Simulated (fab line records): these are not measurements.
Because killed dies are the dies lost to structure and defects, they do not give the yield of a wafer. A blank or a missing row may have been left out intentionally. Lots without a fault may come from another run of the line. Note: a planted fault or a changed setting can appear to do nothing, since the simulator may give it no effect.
A struck lot beside a sound one / flow sfq-line / 14 steps out of a route of 325
Sound: the wafers L283.2, L283.4, L283.5. Wafers L289.4, L289.5, L289.6 were the ones struck. The cause comes at the end.
Each step with rows lists, per side, the tool, then ch with its chambers, then its first start. Under that, the readings that differ: sound wafers / struck wafers / difference of the means / sigmas: that difference in standard deviations of wafers without a fault.
alike: a reading whose means differ by less than 2 such deviations, as well as words and numbers matching on both sides. not compared: withheld readings; readings where some wafer has no value; bounds like >300 that might hide an equal value; numbers whose values overlap and for which the record gives no deviation.
The two part at a step that has a row with sigmas, a row that says differs or no value, or rows on one side only. When numbers do not overlap yet have no deviation, they are printed without sigmas and do not part them. Lack of a reading on every wafer of one side parts them only where that side has two or more wafers.

SFQ_TRILAYER_I7_DEP_PECVD_183: deposits SiO2 from SiH4/N2O, time 111.11 s, target thk 500 nm.
  sound on pecvd-02 ch 1,2, day 70 00:56; struck on pecvd-01 ch 0,1,2, day 77 20:20
  alike: heater-power-w, showerhead-vpp-V, throttle-valve-pct
SFQ_TRILAYER_I7_CMP_CMP_184: polishes SiO2.
  sound on cmp-01 ch 0,2,3, day 70 02:01; struck on cmp-01 ch 0,1, day 77 22:10
  alike: motor-current-A, time-to-endpoint-s
SFQ_I7_BOW_MEAS_946:
  struck on film-metro-03, day 78 01:13; sound on film-metro-01, day 70 04:02
  alike: I7_BOW
SFQ_TRILAYER_I7_METRO_MEASURE_185:
  struck on film-metro-03, day 78 01:53; sound on film-metro-01, day 70 04:20
  alike: thk-nm
then, 6 steps without rows for these wafers: SFQ_TRILAYER_I7_VIA_LITHO_COAT_192 (resist thk 62 nm); SFQ_TRILAYER_I7_VIA_LITHO_COAT_187 (resist thk 650 nm); SFQ_TRILAYER_I7_VIA_LITHO_SOFTBAKE_191; SFQ_TRILAYER_I7_VIA_LITHO_EXPOSE_188 (exposes mask I7, target cd 1000 nm); SFQ_TRILAYER_I7_VIA_LITHO_PEB_190 (peb time 60 s); SFQ_TRILAYER_I7_VIA_LITHO_DEVELOP_189 (time 60 s).
-- the record jumps here: 3 days lie between the struck wafers' starts before and after --
SFQ_I7_OVL_MEAS_947:
  struck on overlay-01, day 80 23:19; sound on overlay-02, day 74 23:51
  alike: I7_OVL
SFQ_TRILAYER_I7_VIA_BARC_OPEN_VIA_ETCH_260: etches BARC in O2, target depth 125 nm, time 41.7 s.
  sound on rie-diel-04 ch 1,3, day 74 23:53; struck on rie-diel-03 ch 1,2,3, day 80 23:20
  alike: bias-w, drypump-motor-current-A, oes-product-au
  not compared: rf-hours-counter-h
SFQ_TRILAYER_I7_VIA_ETCH_VIA_ETCH_190: etches SiO2 in CHF3, stops on Nb, target depth 260 nm.
  sound on rie-diel-04 ch 1,3, day 74 23:55; struck on rie-diel-03 ch 1,2,3, day 80 23:22
reading=bias-w (W); sound=79.80 80.29 79.83; struck=63.40 63.63 63.58; difference=-16.44; sigmas=-71
  alike: drypump-motor-current-A, oes-product-au
SFQ_TRILAYER_I7_VIA_STRIP_STRIP_191: strips in O2.
  sound on rie-metal-03 ch 0,1, day 75 00:02; struck on rie-metal-03 ch 0,1, day 80 23:41
  alike: drypump-motor-current-A, oes-product-au
  not compared: rf-hours-counter-h

== WHERE THEY PART ==
At SFQ_TRILAYER_I7_VIA_ETCH_VIA_ETCH_190 and nowhere else, as far as this record goes. Later steps at which nothing parts them and some readings are alike: SFQ_TRILAYER_I7_VIA_STRIP_STRIP_191.

WHY: whatever the simulator had introduced
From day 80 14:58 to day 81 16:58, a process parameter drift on rie-diel-03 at SFQ_TRILAYER_I7_VIA_ETCH_VIA_ETCH_190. A move of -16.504 in setting bias-w, from 80. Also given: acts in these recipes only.
